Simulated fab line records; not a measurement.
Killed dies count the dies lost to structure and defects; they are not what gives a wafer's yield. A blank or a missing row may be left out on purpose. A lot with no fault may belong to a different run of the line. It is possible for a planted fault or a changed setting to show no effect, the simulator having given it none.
What tool caused it?	flow sky130	11 lots, 33 wafers sampled, at 1 step of a route of 708

== WHAT EACH GAUGE READ, for each wafer ==
SKY_METAL4_CD_MEAS_13 targets a cd of 300 nm.
lot	measured	on	cd-nm (nm)
L980	day 42 14:44	cd-sem-02	300.7 299.6 299.8
L984	day 43 10:46	cd-sem-01	299.7 300.6 301.3
L985	day 43 16:40	cd-sem-01	299.5 299.4 299.4
L986	day 44 03:55	cd-sem-01	297.7 299.0 300.3
L989	day 45 01:17	cd-sem-01	300.2 298.1 299.1
L991	day 45 11:56	cd-sem-01	299.3 299.9 298.9
L993	day 45 20:14	cd-sem-02	301.5 301.9 300.7
L996	day 46 15:45	cd-sem-01	298.9 297.9 297.4
L997	day 46 19:06	cd-sem-01	299.8 300.1 299.0
L100	day 47 12:56	cd-sem-02	298.8 298.2 297.7
L102	day 48 05:24	cd-sem-02	300.4 300.9 300.4

== EACH LOT AND THE TOOL THAT RAN IT (in order: tool; ch and the chambers of the sampled wafers; start) ==
The record holds no process step before these readings.

== AS READ BY THE TOOLS THEMSELVES (means over the sampled wafers that have a number; for cases with no such wafer, the mark the record gives instead) ==
The record holds no such reading with a usual standard deviation.

== THE ANSWER, worked out from the rows above alone ==
Rule: the lots themselves supply what counts as usual. Put in order of their means at a reading, lots are off if they are a third of the lots or fewer, leave a main group of 4 or more, and stand apart from it by a gap of 3 or more times the standard deviation of the main group's means; of several such gaps the widest counts. The tables above print the reading to a certain number of digits; a main group whose means all agree to those digits is not used. Also off: a lot with no number at a reading for which 4 or more lots have one. Any other lot the step has rows for is counted as sound. The gauges are gone through in route order, then the tools' own readings, and for those a lot's mean is taken as printed above. At the first step where some lot is off, the reading lying furthest off is the one used; lots without a number count as furthest.
No lot is off on any of the readings shown, so nothing can be concluded from this.

== WHAT THE SIMULATOR HAD PUT IN ==
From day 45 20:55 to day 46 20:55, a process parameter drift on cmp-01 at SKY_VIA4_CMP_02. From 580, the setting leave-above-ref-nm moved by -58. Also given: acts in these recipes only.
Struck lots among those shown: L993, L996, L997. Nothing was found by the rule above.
